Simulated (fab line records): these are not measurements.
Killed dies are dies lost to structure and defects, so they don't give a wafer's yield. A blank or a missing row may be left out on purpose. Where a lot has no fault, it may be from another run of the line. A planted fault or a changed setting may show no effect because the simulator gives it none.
The tool behind it: which one? | flow sky130 | 12 lots, 36 wafers sampled, at 4 steps of a route of 708

WHAT THE GAUGES READ, wafer by wafer
SKY_VT_ADJUST_PCH_TW_MEAS_10.
lot  | measured     | on           | VT_ADJUST_PCH_TW
L833 | day 10 06:34 | filmMetro-02 | 140.6 140.8 140.1
L834 | day 10 13:49 | filmMetro-04 | 143.4 143.9 144.0
L837 | day 11 19:31 | filmMetro-04 | 143.6 143.3 143.6
L840 | day 12 14:25 | filmMetro-04 | 142.3 142.4 141.8
L841 | day 12 17:25 | filmMetro-02 | 139.9 140.6 140.7
L842 | day 13 02:35 | filmMetro-03 | 143.4 143.5 143.8
L845 | day 14 09:55 | filmMetro-02 | 140.5 140.2 140.7
L847 | day 14 19:04 | filmMetro-03 | 144.5 144.9 143.7
L848 | day 14 21:44 | filmMetro-03 | 143.9 143.5 144.2
L853 | day 16 15:43 | filmMetro-04 | 143.4 143.2 142.7
L855 | day 17 06:31 | filmMetro-02 | 140.8 140.8 140.6
L856 | day 17 18:02 | filmMetro-02 | 141.0 141.0 140.1

SKY_SONOS_TUNNEL_CD_MEAS_07: the cd target is 410 nm.
lot  | measured     | on       | cdNm (nm)
L833 | day 11 05:20 | cdSem-01 | 409.2 409.5 408.9
L834 | day 11 11:53 | cdSem-02 | 412.2 414.3 413.7
L837 | day 12 17:34 | cdSem-02 | 409.7 408.1 407.1
L840 | day 13 14:49 | cdSem-02 | 412.6 411.7 410.1
L841 | day 13 17:37 | cdSem-02 | 409.7 409.5 411.1
L842 | day 14 03:29 | cdSem-01 | 411.2 409.8 409.1
L845 | day 15 13:25 | cdSem-02 | 406.9 405.7 407.8
L847 | day 15 22:08 | cdSem-01 | - - -
L848 | day 16 01:05 | cdSem-02 | - - -
L853 | day 17 20:26 | cdSem-02 | 411.4 410.3 411.2
L855 | day 18 11:26 | cdSem-02 | 411.9 411.4 411.8
L856 | day 19 00:17 | cdSem-01 | 410.9 410.1 412.1

SKY_SONOS_ONO_THK_MEAS_01.
lot  | measured     | on           | SONOS_ONO_OXIDATION_THK (nm)
L833 | day 11 12:23 | filmMetro-03 | 2.65 2.60 2.67
L834 | day 11 22:07 | filmMetro-01 | 2.64 2.63 2.67
L837 | day 13 00:29 | filmMetro-02 | 2.63 2.68 2.67
L840 | day 13 18:10 | filmMetro-02 | 2.64 2.58 2.56
L841 | day 13 21:02 | filmMetro-01 | 2.56 2.56 2.57
L842 | day 14 05:28 | filmMetro-03 | 2.63 2.61 2.72
L845 | day 15 16:36 | filmMetro-01 | 2.55 2.63 2.60
L853 | day 17 22:47 | filmMetro-03 | 2.56 2.59 2.56
L855 | day 18 13:56 | filmMetro-01 | 2.65 2.60 2.67
L856 | day 19 02:56 | filmMetro-03 | 2.63 2.66 2.67

EACH LOT AND THE TOOL THAT RAN IT (in order: tool; ch and the chambers of the sampled wafers; start)
lot  | SKY_SONOS_TUNNEL_COAT_02
L833 | lithoTrack-02 ch 0, day 10 18:01
L834 | lithoTrack-03 ch 0, day 11 00:32
L837 | lithoTrack-02 ch 0, day 12 06:04
L840 | lithoTrack-04 ch 0, day 13 02:15
L841 | lithoTrack-04 ch 0, day 13 05:30
L842 | lithoTrack-02 ch 0, day 13 14:47
L845 | lithoTrack-04 ch 0, day 14 23:06
L847 | lithoTrack-04, day 15 08:02
L848 | lithoTrack-02, day 15 10:55
L853 | lithoTrack-03 ch 0, day 17 05:44
L855 | lithoTrack-02 ch 0, day 17 20:31
L856 | lithoTrack-04 ch 0, day 18 08:53
- SKY_SONOS_TUNNEL_COAT_02: resist thk 1140 nm.

WHAT THE TOOLS THEMSELVES READ (means of the sampled wafers that have a number; where no wafer has one, the mark that the record gives instead)
SKY_SONOS_TUNNEL_COAT_02.
lot  | tool          | chillPlateTempC (C) | dispensePressureKPa (kPa)
L833 | lithoTrack-02 | 22.90               | 51
L834 | lithoTrack-03 | 23.12               | 59
L837 | lithoTrack-02 | 22.97               | 51
L840 | lithoTrack-04 | 23.00               | 58
L841 | lithoTrack-04 | 22.92               | 58
L842 | lithoTrack-02 | 23.05               | 51
L845 | lithoTrack-04 | 22.92               | 58
L847 | lithoTrack-04 | -                   | -
L848 | lithoTrack-02 | -                   | -
L853 | lithoTrack-03 | 23.08               | 59
L855 | lithoTrack-02 | 23.22               | 51
L856 | lithoTrack-04 | 23.16               | 58

THE ANSWER, worked out from the rows above alone
Rule: the usual values come from the lots themselves. Put in order of their means at a reading, lots are off if they are a third of the lots or fewer, leave a main group of 4 or more, and stand apart from it by a gap of 3 or more times the standard deviation of the main group's means; of several such gaps the widest counts. A main group whose means are all the same, to the digits that the tables above print for the reading, isn't used. Also off: a lot with no number at a reading for which 4 or more lots have one. Any other lot the step has rows for is counted as sound. After the gauges, taken in route order, come the tools' own readings; for these a lot's mean is taken, as printed above. The first step at which some lot is off is used, and at that step the reading that is off furthest; a lot without a number counts as furthest.
Off, at SKY_SONOS_TUNNEL_CD_MEAS_07 on cdNm: L847, L848. Without a number there: L847, L848. Main group: mean 410.3 nm, sd 1.8.
If a tool, at a process step before that reading, ran all the lots that are off and no sound lot after the first of them, it fits. Not tried: the gauges at SKY_SONOS_TUNNEL_CD_MEAS_07; whatever is off there is also off at SKY_SONOS_TUNNEL_COAT_02, on other tools, and gauge error can't account for it. Not one of the candidates tried fits.

WHAT THE SIMULATOR HAD INSERTED
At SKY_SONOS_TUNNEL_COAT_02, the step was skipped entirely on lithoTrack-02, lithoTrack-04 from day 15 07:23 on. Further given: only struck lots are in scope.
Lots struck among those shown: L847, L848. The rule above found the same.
